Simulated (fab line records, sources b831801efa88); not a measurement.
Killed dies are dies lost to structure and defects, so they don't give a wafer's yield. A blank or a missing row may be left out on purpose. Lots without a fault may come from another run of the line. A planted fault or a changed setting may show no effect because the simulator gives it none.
A struck lot beside a sound one | flow sky130 | 35 steps out of a route of 708
Sound: wafers L102.1, L102.5, L102.6. Struck: wafer L115.3. (L115.5, L115.6 of the same lot were not struck and are left out.) The cause comes at the end.
At each step with rows: each side's tool, then ch and its chambers, then its first start. Under that, the readings that differ: sound wafers | struck wafers | difference of the means | sigmas: that difference in standard deviations of wafers without a fault.
alike: readings whose means differ by less than 2 such deviations, and words and numbers that are the same on both sides. not compared: withheld readings, readings that some wafer has no value for, bounds like >300 that may hide the same value, and numbers for which the record gives no deviation and whose values overlap.
The two part at a step that has a row with sigmas, a row that says differs or no value, or rows on one side only. Numbers that don't overlap but have no deviation are shown without sigmas and don't part them. A reading that every wafer of one side lacks parts them only if that side has two wafers or more.

first, 4 steps without rows for these wafers: SKY_METAL5_SOFTBAKE_10 (time 60 s); SKY_METAL5_EXPOSE_11 (exposes mask MM5, target cd 1600 nm); SKY_METAL5_PEB_12; SKY_METAL5_DEVELOP_13 (develop time 60 s).
SKY_METAL5_DESCUM_14: chemistry O2, time 11 s.
  sound on rie_metal-02 ch 0,1, day 45 08:36; struck on rie_metal-03 ch 0, day 48 06:55
  alike: drypump_motor_current_A, oes_product_au, temp_c
  not compared: rf_hours_counter_h
SKY_METAL5_METAL_ETCH_15: etches the open film in Cl2/BCl3, stops on SiO2, target depth 1260 nm, time 252 s.
  sound on rie_metal-02 ch 0,1, day 45 08:38; struck on rie_metal-03 ch 0, day 48 07:01
  alike: drypump_motor_current_A, oes_product_au, throttle_valve_pct
  not compared: rf_hours_counter_h
then, 4 steps without rows for these wafers: SKY_METAL5_STRIP_16 (strips in O2/N2); SKY_METAL5_STRIP_17 (strips in post etch residue remover, time 1200 s); SKY_METAL5_CLEAN_18 (cleans in IPA, time 180 s); SKY_METAL5_CLEAN_19 (cleans in O3/DIW).
SKY_PASSIVATION_CVD_00: deposits SiO2, target thk 90 nm.
  sound on pecvd-03 ch 1,2, day 45 09:58; struck on pecvd-03 ch 2, day 48 07:47
  alike: heater_power_w
SKY_PASSIVATION_THK_MEAS_01:
  sound on film_metro-03, day 45 09:59; struck on film_metro-01, day 48 07:50
  alike: PASSIVATION_CVD_00_THK
SKY_PASSIVATION_CVD_02: deposits Si3N4, target thk 540 nm.
  sound on pecvd-02 ch 0,2, day 45 10:02; struck on pecvd-02 ch 0, day 48 07:52
  reading                                       | sound             | struck | difference | sigmas
  model.Si3N4_of_PASSIVATION_CVD_02.thk_nm (nm) | 539.8 541.5 550.4 | 565.2  | +21.3      |
  alike: heater_power_w
SKY_PASSIVATION_THK_MEAS_03:
  sound on film_metro-01, day 45 10:23; struck on film_metro-03, day 48 08:07
  reading                     | sound       | struck | difference | sigmas
  PASSIVATION_CVD_02_THK (nm) | 540 542 550 | 565    | +21        | +3
then, 7 steps without rows for these wafers: SKY_PASSIVATION_DEHYDRATE_04 (time 60 s); SKY_PASSIVATION_HMDS_05 (prime time 60 s); SKY_PASSIVATION_COAT_06 (resist thk 3000 nm); SKY_PASSIVATION_SOFTBAKE_07; SKY_PASSIVATION_EXPOSE_08 (exposes mask NSM, target cd 3000 nm); SKY_PASSIVATION_PEB_09; SKY_PASSIVATION_DEVELOP_10 (develop time 60 s).
SKY_PASSIVATION_ETCH_11: etches the open film in CF4/O2, stops on AlCu, target depth 725 nm, time 161.1 s.
  sound on rie_diel-04 ch 1,2, day 46 08:18; struck on rie_diel-01 ch 2, day 49 02:36
  reading                                 | sound             | struck | difference | sigmas
  throttle_valve_pct (%)                  | 5.967 5.958 5.963 | 5.983  | +0.020     | +2
  model.etch.depth_nm (nm)                | 704.9 706.5 711.5 | 719    | +11        |
  model.PASSIVATION.feature_depth_nm (nm) | 704.9 706.5 711.5 | 719    | +11        |
  alike: O2_flow_sccm, drypump_motor_current_A, oes_product_au
  not compared: rf_hours_counter_h
SKY_PASSIVATION_STRIP_12: strips in O2/N2.
  sound on plasma_asher-03 ch 0,1, day 46 08:24; struck on plasma_asher-01 ch 0, day 49 02:44
  alike: drypump_motor_current_A, oes_product_au, strip_time_to_endpoint_s
  not compared: rf_hours_counter_h
then, 7 steps without rows for these wafers: SKY_PAD_OPEN_DEHYDRATE_00 (time 60 s); SKY_PAD_OPEN_HMDS_01 (prime time 60 s); SKY_PAD_OPEN_COAT_02 (resist thk 3000 nm); SKY_PAD_OPEN_SOFTBAKE_03; SKY_PAD_OPEN_EXPOSE_04 (exposes mask PDM, target cd 60000 nm); SKY_PAD_OPEN_PEB_05; SKY_PAD_OPEN_DEVELOP_06 (develop time 60 s).
SKY_PAD_OPEN_ETCH_07: etches the open film in CF4/O2, stops on AlCu, target depth 725 nm, time 161.1 s.
  sound on rie_diel-02 ch 0,1,2, day 47 04:24; struck on rie_diel-01 ch 3, day 49 20:04
  reading                              | sound             | struck | difference | sigmas
  drypump_motor_current_A (A)          | 5.0 5.2 5.4       | 6.3    | +1.1       | +3
  model.PAD_OPEN.feature_depth_nm (nm) | 704.9 706.5 715.7 | 724.1  | +15.1      |
  model.etch.depth_nm (nm)             | 704.9 706.5 715.7 | 724.1  | +15.1      |
  alike: O2_flow_sccm, oes_product_au, throttle_valve_pct
  not compared: rf_hours_counter_h
SKY_PAD_OPEN_STRIP_08: strips in O2/N2.
  sound on plasma_asher-04 ch 0,1, day 47 04:30; struck on plasma_asher-04 ch 0, day 49 20:13
  alike: drypump_motor_current_A, oes_product_au, strip_time_to_endpoint_s
  not compared: rf_hours_counter_h
SKY_PAD_OPEN_STRIP_09: strips in post etch residue remover, time 1200 s.
  sound on wet_bench-01 ch 1, day 47 04:36; struck on wet_bench-01 ch 1, day 49 20:16
  reading                                       | sound             | struck | difference | sigmas
  model.Si3N4_of_PASSIVATION_CVD_02.thk_nm (nm) | 539.4 541.2 550.1 | 564.8  | +21.2      |
  alike: bath_heat_duty_pct, temp_c
then, 2 steps without rows for these wafers: SKY_PAD_OPEN_CLEAN_10 (cleans in IPA, time 180 s); SKY_PAD_OPEN_PROBE_99.

WHERE THEY PART
First at SKY_PASSIVATION_THK_MEAS_03; last, within this record, at SKY_PAD_OPEN_ETCH_07. Later steps at which nothing parts them and some readings are alike: SKY_PAD_OPEN_STRIP_08, SKY_PAD_OPEN_STRIP_09.

WHY: what the simulator had put in
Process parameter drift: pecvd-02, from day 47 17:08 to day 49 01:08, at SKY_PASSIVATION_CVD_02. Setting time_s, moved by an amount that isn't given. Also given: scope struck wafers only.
